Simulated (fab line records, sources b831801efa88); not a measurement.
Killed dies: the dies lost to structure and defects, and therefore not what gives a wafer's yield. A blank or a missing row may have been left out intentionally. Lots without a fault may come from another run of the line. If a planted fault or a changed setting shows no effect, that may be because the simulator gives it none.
Which tool did it?	flow sky130	12 lots, 36 wafers sampled, at 3 steps of a route of 708

## WHAT EACH GAUGE READ, for each wafer
SKY_LDD_N_OVL_MEAS_07. Usual: LDD_N_OVL typically reads -0.3 nm, with standard deviation 1.3.
lot	measured	on	LDD_N_OVL (nm)	flag
L718	day 17 14:25	overlay-01	1.4 -1.7 0.4	
L720	day 18 12:58	overlay-02	0.7 -2.3 -0.9	
L722	day 19 06:52	overlay-02	0.2 0.0 0.5	
L723	day 19 13:07	overlay-02	-2.9 -2.3 -0.6	
L724	day 19 21:11	overlay-02	1.2 2.5 0.6	
L726	day 20 11:17	overlay-01	-1.0 1.2 0.3	
L728	day 21 10:24	overlay-01	1.4 0.6 0.8	
L729	day 21 21:46	overlay-02	1.7 -3.7 -0.4	
L730	day 22 04:45	overlay-01	-1.2 -1.2 -1.1	
L735	day 23 22:16	overlay-02	0.1 0.2 1.0	
L736	day 24 01:01	overlay-01	0.3 -1.8 -0.2	
L741	day 26 07:09	overlay-02	1.2 0.2 0.4	

SKY_LDD_LDN_TW_MEAS_13. Usual: LDD_LDN_TW typically reads 1494, with standard deviation 8.8.
lot	measured	on	LDD_LDN_TW	flag
L718	day 22 18:03	filmMetro-04	1498 1502 1501	
L720	day 23 16:23	filmMetro-04	1505 1496 1486	
L722	day 24 09:01	filmMetro-03	1493 1491 1484	
L723	day 24 18:43	filmMetro-04	1504 1501 1498	
L724	day 24 23:05	filmMetro-04	1499 1502 1500	
L726	day 25 11:25	filmMetro-02	1488 1493 1491	
L728	day 26 11:04	filmMetro-04	1503 1502 1500	
L729	day 26 22:28	filmMetro-03	1493 1498 1494	
L730	day 27 05:27	filmMetro-03	1485 1490 1488	
L735	day 28 18:11	filmMetro-03	1449 1461 1449	OFF
L736	day 28 21:28	filmMetro-03	1452 1451 1452	OFF
L741	day 30 23:10	filmMetro-02	1487 1487 1476	

## WHICH TOOL RAN EACH LOT (tool, then ch and the chambers of the sampled wafers, then the start)
lot	SKY_LDD_LDN_IMPLANT_08
L718	implanter-04 ch 0, day 22 17:21
L720	implanter-01 ch 0, day 23 15:42
L722	implanter-04 ch 0, day 24 08:19
L723	implanter-01 ch 0, day 24 18:02
L724	implanter-04 ch 0, day 24 22:24
L726	implanter-04 ch 0, day 25 10:44
L728	implanter-04 ch 0, day 26 10:24
L729	implanter-04 ch 0, day 26 21:46
L730	implanter-04 ch 0, day 27 04:47
L735	implanter-04 ch 0, day 28 17:29
L736	implanter-04 ch 0, day 28 20:46
L741	implanter-01 ch 0, day 30 22:29
- SKY_LDD_LDN_IMPLANT_08

## WHAT THE TOOLS THEMSELVES READ (means of the sampled wafers that have a number; where no wafer has one, the mark that the record gives instead)
SKY_LDD_LDN_IMPLANT_08. Usual: doseIonsCm2 1.25e+13, standard deviation 1.3e+10; faradayCurrentUA 70.4, standard deviation 1.5.
lot	tool	doseIonsCm2	faradayCurrentUA	flag
L718	implanter-04	1.25e+13	69.5	
L720	implanter-01	1.25e+13	71.8	
L722	implanter-04	1.25e+13	72.6	
L723	implanter-01	1.25e+13	70.0	
L724	implanter-04	1.25e+13	69.5	
L726	implanter-04	1.25e+13	69.8	
L728	implanter-04	1.25e+13	69.9	
L729	implanter-04	1.25e+13	71.2	
L730	implanter-04	1.25e+13	70.3	
L735	implanter-04	8.54e+12	48.3	OFF
L736	implanter-04	8.52e+12	48.0	OFF
L741	implanter-01	1.25e+13	70.1	

## THE ANSWER, worked out from the rows above alone
Rule: take the mean of a lot's wafers that have a number; if it is more than 3 standard deviations from the usual mean, the lot is off. Also off: a lot with no number at a reading for which 4 or more lots have one. Where the step has rows for the other lots, those lots are counted as sound. The gauges are gone through in route order, then the tools' own readings, and for those a lot's mean is taken as printed above. The first step at which some lot is off is used, and at that step the reading that is off furthest; a lot without a number counts as furthest.
Off: at SKY_LDD_LDN_TW_MEAS_13 (LDD_LDN_TW), L735, L736.
A tool fits if, at a process step before that reading, it ran every lot that is off, and no sound lot after the first of them. The gauges at SKY_LDD_LDN_TW_MEAS_13 aren't tried: what is off there is off at SKY_LDD_LDN_IMPLANT_08 too, on other tools, and a gauge's error can't cause that. One candidate fits, namely implanter-04 at SKY_LDD_LDN_IMPLANT_08. A fault onset in the window from L730 (day 27 04:47, its last sound lot) to L735 (day 28 17:29, its first lot off) fits.
The tool's own readings at SKY_LDD_LDN_IMPLANT_08 bear it out: on the lots that are off they differ by more than 5 times the standard deviation of the sound lots' means. doseIonsCm2 reads 8.53e+12 there against 1.25e+13 on the sound lots; faradayCurrentUA reads 48.1 there against 70.5 on the sound lots.

## WHAT THE SIMULATOR HAD PUT IN
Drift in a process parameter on implanter-04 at SKY_LDD_LDN_IMPLANT_08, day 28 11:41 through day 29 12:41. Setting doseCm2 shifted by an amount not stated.
Lots struck among those shown: L735, L736. The rule above reached the same finding.
